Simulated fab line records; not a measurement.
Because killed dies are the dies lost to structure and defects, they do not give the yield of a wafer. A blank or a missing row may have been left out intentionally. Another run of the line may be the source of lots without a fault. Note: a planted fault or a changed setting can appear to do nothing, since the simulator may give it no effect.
Check for tools in common -- flow sfq_line -- 14 lots and 48 wafers in the sample

## WHAT PROMPTED THE OPENING
Of 14 lots, 2 have the reading R5_MONX_RS flagged at SFQ_R5_RS_MEAS_933. Fault-free wafers read 7.03 ohm/sq, with a standard deviation of 0.079.
Rule: flag the lot when none of its wafers has a number, or when each of its wafers that has one lies beyond 4 standard deviations from that mean. The other lots count as sound.

lot,measured,on,"R5_MONX_RS (ohm/sq), wafer by wafer",flag
L273,day 56 11:53,film_metro-02,6.88 6.98 6.89,
L275,day 56 20:44,film_metro-01,7.01 6.89 6.87,
L276,day 57 00:10,film_metro-01,7.13 7.15 7.06,
L277,day 57 02:38,film_metro-01,6.99 6.93 6.91,
L278,day 57 08:44,film_metro-01,7.04 7.03 7.04,
L279,day 57 13:24,film_metro-04,7.09 6.87 6.96,
L280,day 57 16:59,film_metro-02,7.13 7.13 7.15,
L282,day 58 02:04,film_metro-02,7.10 7.10 7.10,
L283,day 58 04:46,film_metro-01,7.13 7.02 6.93,
L285,day 59 12:28,film_metro-01,7.08 7.14 7.05,
L293,day 60 23:55,film_metro-02,4.17 4.22 4.24 4.18 4.22 4.24,FLAGGED
L294,day 61 02:55,film_metro-02,4.17 4.20 4.18 4.18 4.20 4.17,FLAGGED
L295,day 61 05:56,film_metro-02,6.97 6.93 6.97,
L296,day 61 21:46,film_metro-01,7.04 7.05 6.98,
On average the flagged lots' numbers are 4.20 ohm/sq, which is -2.83 ohm/sq against the usual, or -36 standard deviations.

## WHICH TOOL EACH LOT WENT THROUGH
The record holds 4 process steps before the reading, out of a route of 325 steps. Every cell lists first the tool, next ch and the chambers used by the sampled wafers, and last the start.
lot,flag,SFQ_TRILAYER_JJ_CE_METRO_MEASURE_117,SFQ_TRILAYER_JJ_CE_BARC_OPEN_RIE_150,SFQ_TRILAYER_A5B_METRO_MEASURE_131,SFQ_TRILAYER_R5_DEP_SPUTTER_133
L273,,"cd_sem-01, day 54 00:49","rie_metal-02 ch 0,1, day 54 02:01","film_metro-01, day 56 10:35","pvd_sputter-05, day 56 11:49"
L275,,"cd_sem-01, day 56 10:22","rie_metal-03 ch 0,1, day 56 11:22","film_metro-04, day 56 19:38","pvd_sputter-04, day 56 20:39"
L276,,"cd_sem-02, day 56 13:46","rie_metal-03 ch 0,1, day 56 14:58","film_metro-04, day 56 22:53","pvd_sputter-04, day 57 00:06"
L277,,"cd_sem-01, day 56 16:22","rie_metal-01 ch 0,1, day 56 17:22","film_metro-04, day 57 01:31","pvd_sputter-05, day 57 02:32"
L278,,"cd_sem-02, day 56 22:22","rie_metal-03 ch 0,1, day 56 23:22","film_metro-04, day 57 07:38","pvd_sputter-04, day 57 08:39"
L279,,"cd_sem-01, day 57 03:34","rie_metal-01 ch 0,1, day 57 04:12","film_metro-01, day 57 12:39","pvd_sputter-06, day 57 13:18"
L280,,"cd_sem-02, day 57 06:58","rie_metal-03 ch 0,1, day 57 07:48","film_metro-01, day 57 16:03","pvd_sputter-04, day 57 16:52"
L282,,"cd_sem-02, day 57 13:46","rie_metal-02 ch 0,1, day 57 14:58","film_metro-01, day 58 00:46","pvd_sputter-04, day 58 01:59"
L283,,"cd_sem-01, day 57 16:34","rie_metal-02 ch 0,1, day 57 17:24","film_metro-04, day 58 03:50","pvd_sputter-06, day 58 04:39"
L285,,"cd_sem-01, day 59 02:10","rie_metal-01 ch 0,1, day 59 03:00","film_metro-03, day 59 11:32","pvd_sputter-06, day 59 12:22"
L293,FLAGGED,"cd_sem-01, day 60 05:34","rie_metal-03 ch 0,1, day 60 06:34","film_metro-01, day 60 22:48","pvd_sputter-06, day 60 23:49"
L294,FLAGGED,"cd_sem-02, day 60 12:57","rie_metal-03 ch 0,1, day 60 13:57","film_metro-01, day 61 01:48","pvd_sputter-06, day 61 02:49"
L295,,"cd_sem-01, day 60 18:45","rie_metal-03 ch 0,1, day 60 19:57","film_metro-04, day 61 04:38","pvd_sputter-04, day 61 05:52"
L296,,"cd_sem-02, day 61 09:09","rie_metal-02 ch 0,1, day 61 10:21","film_metro-04, day 61 20:29","pvd_sputter-05, day 61 21:42"
What these steps do:
- SFQ_TRILAYER_JJ_CE_METRO_MEASURE_117
- SFQ_TRILAYER_JJ_CE_BARC_OPEN_RIE_150: chemistry O2, target BARC, target depth 240 nm, time 80 s.
- SFQ_TRILAYER_A5B_METRO_MEASURE_131
- SFQ_TRILAYER_R5_DEP_SPUTTER_133: material MoNx, target thk 40 nm, time 66.7 s.
- SFQ_R5_RS_MEAS_933: measures by four-point-probe.

## FLAGGED AGAINST TOTAL, ONE TOOL AT A TIME (gauges that did the reading follow at the end)
step,tool,lots run,flagged,share of the flagged lots,sound lots run after its first flagged lot
SFQ_TRILAYER_JJ_CE_METRO_MEASURE_117,cd_sem-01,8,1,some,1 (L295)
SFQ_TRILAYER_JJ_CE_METRO_MEASURE_117,cd_sem-02,6,1,some,1 (L296)
SFQ_TRILAYER_JJ_CE_BARC_OPEN_RIE_150,rie_metal-01,3,0,none,-
SFQ_TRILAYER_JJ_CE_BARC_OPEN_RIE_150,rie_metal-02,4,0,none,-
SFQ_TRILAYER_JJ_CE_BARC_OPEN_RIE_150,rie_metal-03,7,2,all,1 (L295)
SFQ_TRILAYER_A5B_METRO_MEASURE_131,film_metro-01,6,2,all,0
SFQ_TRILAYER_A5B_METRO_MEASURE_131,film_metro-03,1,0,none,-
SFQ_TRILAYER_A5B_METRO_MEASURE_131,film_metro-04,7,0,none,-
SFQ_TRILAYER_R5_DEP_SPUTTER_133,pvd_sputter-04,6,0,none,-
SFQ_TRILAYER_R5_DEP_SPUTTER_133,pvd_sputter-05,3,0,none,-
SFQ_TRILAYER_R5_DEP_SPUTTER_133,pvd_sputter-06,5,2,all,0
SFQ_R5_RS_MEAS_933,film_metro-01,7,0,none,-
SFQ_R5_RS_MEAS_933,film_metro-02,6,2,all,1 (L295)
SFQ_R5_RS_MEAS_933,film_metro-04,1,0,none,-

## WHAT IS ALLOWED BY THE TABLE
4 rows of the table ran every flagged lot: rie_metal-03 at SFQ_TRILAYER_JJ_CE_BARC_OPEN_RIE_150, film_metro-01 at SFQ_TRILAYER_A5B_METRO_MEASURE_131, pvd_sputter-06 at SFQ_TRILAYER_R5_DEP_SPUTTER_133, film_metro-02 at SFQ_R5_RS_MEAS_933.
- rie_metal-03 at SFQ_TRILAYER_JJ_CE_BARC_OPEN_RIE_150: 2 of its 7 lots flagged. After the first flagged lot (L295), sound lots still ran on it; a lasting fault on the whole tool would not permit that.
- film_metro-01 at SFQ_TRILAYER_A5B_METRO_MEASURE_131: 2 of its 6 lots flagged. Its last sound lot is L282 (day 58 00:46), its first flagged lot L293 (day 60 22:48): a fault that began between those two fits.
- pvd_sputter-06 at SFQ_TRILAYER_R5_DEP_SPUTTER_133: 2 of its 5 lots flagged. Its last sound lot is L285 (day 59 12:22), its first flagged lot L293 (day 60 23:49): a fault that began between those two fits.
- film_metro-02 at SFQ_R5_RS_MEAS_933: 2 of its 6 lots flagged. After the first flagged lot (L295), sound lots still ran on it; a lasting fault on the whole tool would not permit that.
A lot count leaves these 2 tools indistinguishable: every one of them fits a fault beginning at some hour. More lots, or a look at what each step does to the wafer, might.

## WHAT HAD BEEN PUT IN BY THE SIMULATOR
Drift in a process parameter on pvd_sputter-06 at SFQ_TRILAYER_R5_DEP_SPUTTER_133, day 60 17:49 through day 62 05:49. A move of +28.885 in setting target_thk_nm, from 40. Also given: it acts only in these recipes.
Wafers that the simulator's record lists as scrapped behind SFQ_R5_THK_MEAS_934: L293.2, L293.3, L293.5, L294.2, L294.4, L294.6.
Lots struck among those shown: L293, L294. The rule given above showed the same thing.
